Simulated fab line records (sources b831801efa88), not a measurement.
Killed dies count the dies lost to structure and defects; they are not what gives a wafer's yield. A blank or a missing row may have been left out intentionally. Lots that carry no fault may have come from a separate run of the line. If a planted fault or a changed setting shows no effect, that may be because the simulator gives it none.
The tool behind it: which one? / flow gf180mcu / 11 lots, 33 wafers sampled, at 2 steps of a route of 602

WHAT THE GAUGES SHOWED, per wafer
GF_HV_LDD_THK_MEAS_57.
lot=L896; measured=day 12 07:25; on=film-metro-04; HV_LDD_CVD_56_THK (nm)=90.1 90.8 90.4
lot=L898; measured=day 13 01:41; on=film-metro-04; HV_LDD_CVD_56_THK (nm)=90.5 91.0 89.7
lot=L901; measured=day 14 06:05; on=film-metro-01; HV_LDD_CVD_56_THK (nm)=55.3 56.2 55.3
lot=L910; measured=day 17 03:52; on=film-metro-04; HV_LDD_CVD_56_THK (nm)=91.3 91.3 90.7
lot=L911; measured=day 17 17:16; on=film-metro-01; HV_LDD_CVD_56_THK (nm)=90.8 90.4 90.7
lot=L913; measured=day 18 13:52; on=film-metro-02; HV_LDD_CVD_56_THK (nm)=91.1 90.5 90.3
lot=L914; measured=day 18 18:22; on=film-metro-01; HV_LDD_CVD_56_THK (nm)=90.4 90.4 90.5
lot=L915; measured=day 18 22:56; on=film-metro-01; HV_LDD_CVD_56_THK (nm)=91.5 90.8 91.5
lot=L916; measured=day 19 07:41; on=film-metro-04; HV_LDD_CVD_56_THK (nm)=91.0 90.6 89.8
lot=L917; measured=day 19 16:47; on=film-metro-02; HV_LDD_CVD_56_THK (nm)=89.4 89.3 89.0
lot=L919; measured=day 20 11:52; on=film-metro-02; HV_LDD_CVD_56_THK (nm)=91.7 90.9 90.7

WHICH TOOL RAN EACH LOT (tool, then ch and the chambers of the sampled wafers, then the start)
lot=L896; GF_HV_LDD_CVD_56=lpcvd-02 ch 0, day 12 05:59
lot=L898; GF_HV_LDD_CVD_56=lpcvd-02 ch 1, day 13 00:15
lot=L901; GF_HV_LDD_CVD_56=lpcvd-02 ch 1, day 14 04:39
lot=L910; GF_HV_LDD_CVD_56=lpcvd-01 ch 0, day 17 02:26
lot=L911; GF_HV_LDD_CVD_56=lpcvd-01 ch 0, day 17 15:50
lot=L913; GF_HV_LDD_CVD_56=lpcvd-02 ch 0, day 18 12:26
lot=L914; GF_HV_LDD_CVD_56=lpcvd-01 ch 1, day 18 16:56
lot=L915; GF_HV_LDD_CVD_56=lpcvd-02 ch 0, day 18 21:29
lot=L916; GF_HV_LDD_CVD_56=lpcvd-01 ch 1, day 19 06:14
lot=L917; GF_HV_LDD_CVD_56=lpcvd-02 ch 1, day 19 15:20
lot=L919; GF_HV_LDD_CVD_56=lpcvd-01 ch 0, day 20 10:26
- GF_HV_LDD_CVD_56: deposits Si3N4 from DCS/NH3, target thk 90 nm, time 1543 s.

THE ANSWER, worked out from the rows above alone
Rule: the usual values come from the lots themselves. Put in order of their means at a reading, lots are off if they are a third of the lots or fewer, leave a main group of 4 or more, and stand apart from it by a gap of 3 or more times the standard deviation of the main group's means; of several such gaps the widest counts. A main group is skipped when, at the precision printed for the reading in the tables above, its means are all equal. A lot without any number at a reading at which 4 lots or more have one is off too. Where the step has rows for the other lots, those lots are counted as sound.
Off: L901, at GF_HV_LDD_THK_MEAS_57 (HV_LDD_CVD_56_THK). The main group: mean 90.6 nm, standard deviation 0.54.
A tool fits if, at a process step before that reading, it ran every lot that is off, and no sound lot after the first of them. The gauges at GF_HV_LDD_THK_MEAS_57 are tried like those tools. None of those tried fits.

WHAT THE SIMULATOR HAD PUT IN
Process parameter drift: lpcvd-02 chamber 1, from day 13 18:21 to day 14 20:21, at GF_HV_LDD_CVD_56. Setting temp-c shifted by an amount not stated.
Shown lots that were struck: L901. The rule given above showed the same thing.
